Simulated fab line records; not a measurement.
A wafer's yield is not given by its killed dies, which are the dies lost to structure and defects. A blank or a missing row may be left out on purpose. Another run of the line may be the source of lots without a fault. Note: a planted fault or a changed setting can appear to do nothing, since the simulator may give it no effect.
Comparing a struck lot with a sound one | flow sky130 | 26 out of 708 route steps
Sound: wafers L192.2, L192.3, L192.6. Wafers L204.1, L204.4, L204.5 were the ones struck. The cause is named last.
At each step with rows: each side's tool, then ch and its chambers, then its first start. Under that, the readings that differ: sound wafers | struck wafers | difference of the means | sigmas: that difference in standard deviations of wafers without a fault.
alike: a reading whose means differ by less than 2 such deviations, as well as words and numbers matching on both sides. not compared: withheld readings; readings where some wafer has no value; bounds like >300 that might hide an equal value; numbers whose values overlap and for which the record gives no deviation.
The two part at a step that has a row with sigmas, a row that says differs or no value, or rows on one side only. Numbers that don't overlap but have no deviation are shown without sigmas and don't part them. A reading that every wafer of one side lacks parts them only if that side has two wafers or more.

first, 9 steps without rows for these wafers: SKY_LI_CONTACT_ETCH_14 (etches BARC in N2/H2, stops on SiO2, time 45.9 s, target depth 60 nm); SKY_LI_CONTACT_ETCH_15 (etches PSG in C4F8/O2/Ar, stops on Si, target depth 600 nm); SKY_LI_CONTACT_STRIP_16 (strips in O2/N2); SKY_LI_CONTACT_CLEAN_17 (cleans in NMP, time 600 s); SKY_LI_CONTACT_PRE_CLEAN_18 (time 5.6 s); SKY_LI_CONTACT_SPUTTER_19 (material Ti, target thk 20 nm, time 106.37 s); SKY_LI_CONTACT_SPUTTER_20 (material TiN, target thk 20 nm, time 80 s); SKY_LI_CONTACT_CVD_21 (deposits W, target thk 400 nm, time 120.56 s); SKY_LI_CONTACT_CMP_24 (polishes, stops on PSG, t overpolish 20 s, target thk 0 nm).
SKY_LOCAL_INTERCONNECT_SPUTTER_00: material TiN, target thk 100 nm, time 83.3 s.
  sound on pvdSputter-04 at day 29 04:59; struck on pvdSputter-04 at day 33 08:53
reading                                               | sound             | struck            | difference | sigmas
model.TiN_of_LOCAL_INTERCONNECT_SPUTTER_00.thkNm (nm) | 99.46 99.39 98.78 | 119.7 118.7 118.7 | +19.8      | 
  alike: cathodeDcPowerW, chamberPressurePa, throttleValvePct
SKY_LOCAL_INTERCONNECT_RS_MEAS_01: measurement is done with a four-point probe.
  sound on filmMetro-01 at day 29 05:04; struck on filmMetro-01 at day 33 08:56
reading                            | sound             | struck            | difference | sigmas
LOCAL_INTERCONNECT_TIN_RS (ohm/sq) | 14.20 14.22 14.30 | 11.72 11.83 11.84 | -2.44      | -19
SKY_LOCAL_INTERCONNECT_THK_MEAS_02: measures by xrf.
  sound on filmMetro-01 at day 29 05:10; struck on filmMetro-01 at day 33 09:04
reading                         | sound             | struck            | difference | sigmas
LOCAL_INTERCONNECT_TIN_THK (nm) | 100.8 100.6 100.0 | 122.1 121.1 120.6 | +20.8      | +19
then, 9 steps without rows for these wafers: SKY_LOCAL_INTERCONNECT_DEHYDRATE_03 (time 60 s); SKY_LOCAL_INTERCONNECT_HMDS_04 (prime time 60 s); SKY_LOCAL_INTERCONNECT_COAT_05 (resist thk 60 nm); SKY_LOCAL_INTERCONNECT_COAT_06 (resist thk 450 nm); SKY_LOCAL_INTERCONNECT_SOFTBAKE_07 (time 90 s); SKY_LOCAL_INTERCONNECT_EXPOSE_08 (exposes mask LI1M, target cd 170 nm); SKY_LOCAL_INTERCONNECT_PEB_09; SKY_LOCAL_INTERCONNECT_DEVELOP_10 (develop time 60 s); SKY_LOCAL_INTERCONNECT_ETCH_13 (etches BARC in N2/H2, stops on SiO2, time 45.9 s, target depth 60 nm).
SKY_LOCAL_INTERCONNECT_METAL_ETCH_14: etches TiN in Cl2/BCl3, stops on PSG, target depth 110 nm, time 31.4 s.
  sound on rieMetal-03 ch 0,1, day 30 10:06; struck on rieMetal-04 ch 0,1, day 34 12:03
reading              | sound                | struck               | difference | sigmas
oesProductAu (a.u.)  | 0.936 0.939 0.933    | 1.008 0.991 0.983    | +0.058     | +9
throttleValvePct (%) | 21.892 21.901 21.894 | 21.865 21.882 21.871 | -0.023     | -2
  alike: drypumpMotorCurrentA, mfcCl2Sccm
  not compared: rfHoursCounterH
then, 1 step without rows for these wafers: SKY_LOCAL_INTERCONNECT_STRIP_15 (strips in O2/N2).
SKY_LOCAL_INTERCONNECT_STRIP_16: strips in post etch residue remover, time 1200 s.
  sound on wetBench-01 ch 2, day 30 10:15; struck on wetBench-04 ch 1, day 34 12:12
reading                                               | sound             | struck            | difference | sigmas
model.TiN_of_LOCAL_INTERCONNECT_SPUTTER_00.thkNm (nm) | 99.05 98.98 98.37 | 119.3 118.3 118.3 | +19.8      | 
  alike: bathGuardTempC, bathHeatDutyPct
then, 1 step without rows for these wafers: SKY_LOCAL_INTERCONNECT_CLEAN_17 (cleans in IPA, time 180 s).
SKY_PAD_OPEN_PROBE_99:
  the record has rows for the sound wafers here (prober-01, day 45 20:57) and none for the struck ones

== WHERE THEY PART ==
At SKY_LOCAL_INTERCONNECT_RS_MEAS_01 first; at SKY_PAD_OPEN_PROBE_99 last (within this record only).

WHY: the cause the simulator had injected
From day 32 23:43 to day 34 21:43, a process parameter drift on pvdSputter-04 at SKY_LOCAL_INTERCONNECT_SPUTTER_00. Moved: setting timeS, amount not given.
